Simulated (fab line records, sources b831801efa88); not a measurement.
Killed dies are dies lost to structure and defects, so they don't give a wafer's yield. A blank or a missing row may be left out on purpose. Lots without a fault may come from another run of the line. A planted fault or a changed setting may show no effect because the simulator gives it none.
Problem report in the 8D (eight disciplines) form, filled by code | flow gf180mcu | the parts of the form that need people (team, actions taken, sign-off) are left out

1. THE PROBLEM
MIM_CVD_05_THK at GF_MIM_THK_MEAS_06 reads a mean of 38.9 nm on 1 wafer of 1 lot; wafers without a fault read 42.0 nm with a standard deviation of 0.65. That is -4.8 standard deviations from the usual mean.
First seen on wafer L778.3, day 27 07:23, on film_metro-03. The record holds 35 wafers of 12 lots with a number at this step. Rule for "out", or "out of limits": more than 4 standard deviations from the usual mean. The other wafers with a number count as sound.

2. WHAT IT IS AND WHAT IT IS NOT
question                    | is                | is not
which readings at this step | MIM_CVD_05_THK    | -
which lots                  | L778              | L771, L772, L774, L785, L787, L788, L790, L791, L792, L793, L794
which wafers of those lots  | L778.3            | L778.4
read on which gauges        | film_metro-03     | film_metro-02, film_metro-04
when                        | from day 27 07:23 | up to then (10 sound wafers); but 24 sound wafers of L785, L787, L788, L790, L791, L792, L793, L794 came after

3. SUSPECTS, AND WHAT RULES EACH OUT
Counting: a tool at a process step up to the reading stays a suspect if it ran every lot that is out. Sound lots after the first of them don't rule it out here, since some wafers of a struck lot are sound.
- the gauge at GF_MIM_THK_MEAS_06: kept. All the wafers that are out were read on film_metro-03, and no step on other tools shows them out.
- rie_diel-04 at GF_V4_ETCH_16 (etches BARC in N2/H2): kept. It ran the lot that is out, L778 (day 27 05:44); its last sound lot up to then is L774 (day 25 15:22).
- rie_diel-04 at GF_V4_ETCH_17 (etches SiO2 in C4F8/O2/Ar, stops on TiN, target depth 630 nm): kept. It ran the lot that is out, L778 (day 27 07:20); its last sound lot up to then is L774 (day 25 16:58). GF_V4_ETCH_17 gives no start for some lots, so the hours and the order of its lots are those of GF_MIM_CVD_05.
- pecvd-02 at GF_MIM_CVD_05 (deposits Si3N4, target thk 42 nm, time 29.086 s): kept. It ran the lot that is out, L778 (day 27 07:20); its last sound lot up to then is L772 (day 25 02:47).
- Within rie_diel-04 at GF_V4_ETCH_16: the wafers that are out ran in chamber 1; their sound lot-mates ran in chamber 3.
- Within rie_diel-04 at GF_V4_ETCH_17: the wafers that are out ran in chamber 1; their sound lot-mates ran in chamber 3.
- Within pecvd-02 at GF_MIM_CVD_05: the wafers that are out ran in chamber 0; their sound lot-mates ran in chamber 1.
Left after counting: rie_diel-04 at GF_V4_ETCH_16, rie_diel-04 at GF_V4_ETCH_17, pecvd-02 at GF_MIM_CVD_05, film_metro-03 at GF_MIM_THK_MEAS_06.

4. THE CAUSE (what the simulator had put in)
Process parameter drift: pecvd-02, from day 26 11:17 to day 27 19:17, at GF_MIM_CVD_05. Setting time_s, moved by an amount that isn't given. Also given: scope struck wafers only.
Counting left 4 suspects, and this tool is among them.

5. THE CHAIN OF EFFECTS, in route order
Each row: a reading whose mean over the struck wafers that have a number lies more than 3 standard deviations from the usual. Only readings for which the record gives a usual standard deviation are gone through. hours: the time from each lot's start at the first step in this table that gives one to its start at this step, as a median over the lots. sigmas: the change in usual standard deviations.
hours | step               | reading        | usual   | on struck wafers | change | sigmas
0     | GF_MIM_THK_MEAS_06 | MIM_CVD_05_THK | 42.0 nm | 38.9             | -3.1   | -4.8

6. WHAT WOULD HAVE CAUGHT IT SOONER
In this record the first reading out of limits at a measuring or inspecting step was taken at day 27 07:23, 20 hours after the fault began at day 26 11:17.
Of the tool readings at GF_MIM_CVD_05 for which the record gives a usual standard deviation, none was out on any struck wafer, so an alarm limit of 4 standard deviations on them would not have fired.
All the lots that are out (1) had begun GF_MIM_CVD_05 on pecvd-02 by day 27 07:23. A hold on the tool at that time would have spared none of them.
